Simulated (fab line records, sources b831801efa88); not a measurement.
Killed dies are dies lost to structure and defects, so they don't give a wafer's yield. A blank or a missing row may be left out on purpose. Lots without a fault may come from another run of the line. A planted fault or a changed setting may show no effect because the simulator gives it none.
Chamber matching | flow gf180mcu | GF_CONTACT_CMP_04 on cmp-02: 4 sister chambers
The step polishes SiO2. 18 wafers are shown with their chamber, then 9 later ones without.

WAFERS WITH THEIR CHAMBER
wafer  | chamber | motor_current_A (A) | head_pressure_psi (psi) | time_to_endpoint_s (s)
L952.1 | 2       | 10.0                | 3.989                   | 111
L952.2 | 3       | 12.3                | 3.997                   | 109
L952.5 | 2       | 10.1                | 3.999                   | 114
L955.1 | 1       | 12.7                | 4.008                   | 105
L955.2 | 2       | 9.5                 | 4.018                   | 112
L955.4 | 0       | 12.3                | 4.016                   | 115
L957.2 | 0       | 12.0                | 4.000                   | 97
L957.4 | 2       | 10.0                | 3.994                   | 108
L957.6 | 2       | 10.0                | 3.989                   | 112
L961.2 | 2       | 9.9                 | 3.995                   | 113
L961.3 | 3       | 12.7                | 4.000                   | 113
L961.6 | 3       | 11.9                | 4.007                   | 118
L962.2 | 1       | 12.6                | 4.007                   | 104
L962.4 | 0       | 11.7                | 4.020                   | 105
L962.6 | 3       | 11.5                | 4.000                   | 112
L963.4 | 1       | 12.4                | 4.004                   | 112
L963.5 | 3       | 11.9                | 4.007                   | 119
L963.6 | 0       | 12.6                | 4.002                   | 114

SIGNATURES (means of the wafers above)
reading            | chamber 0 | chamber 1 | chamber 2 | chamber 3 | scatter within a chamber
motor_current_A    | 12.150    | 12.567    | 9.917     | 12.060    | 0.333
head_pressure_psi  | 4.00950   | 4.00633   | 3.99733   | 4.00220   | 0.00835
time_to_endpoint_s | 107.75    | 107.00    | 111.67    | 114.20    | 4.96
Rule: a wafer's distance from a chamber is the root of the sum, over the readings, of the square of ((its reading less the chamber's mean) divided by the reading's scatter). The wafer belongs to the nearest chamber; if the next one is less than 2 further off, it can't be placed. The scatter: the root of (the sum of the squares of (reading less its chamber's mean) over the shown wafers, divided by (wafers less chambers)).

WAFERS WITHOUT THEIR CHAMBER
wafer  | motor_current_A (A) | head_pressure_psi (psi) | time_to_endpoint_s (s)
L968.1 | 12.9                | 4.004                   | 107
L968.3 | 11.9                | 3.998                   | 117
L968.6 | 10.0                | 3.992                   | 116
L969.1 | 13.1                | 3.993                   | 102
L969.2 | 12.2                | 3.992                   | 118
L969.3 | 10.4                | 4.001                   | 113
L975.2 | 12.1                | 3.999                   | 106
L975.3 | 12.7                | 4.006                   | 115
L975.6 | 12.0                | 3.980                   | 116

WHICH CHAMBER EACH WENT THROUGH
wafer  | from the rows above          | in truth
L968.1 | can't be placed: 1 or 0 or 3 | 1
L968.3 | can't be placed: 3 or 0      | 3
L968.6 | 2                            | 2
L969.1 | can't be placed: 1 or 0 or 3 | 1
L969.2 | can't be placed: 3 or 0 or 1 | 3
L969.3 | 2                            | 2
L975.2 | can't be placed: 0 or 1 or 3 | 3
L975.3 | can't be placed: 1 or 3 or 0 | 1
L975.6 | can't be placed: 3 or 0 or 1 | 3
Placed correctly: 2 of 9. Can't be placed from these rows: 7 (the true chamber is among the candidates in 7). Placed wrongly: 0.
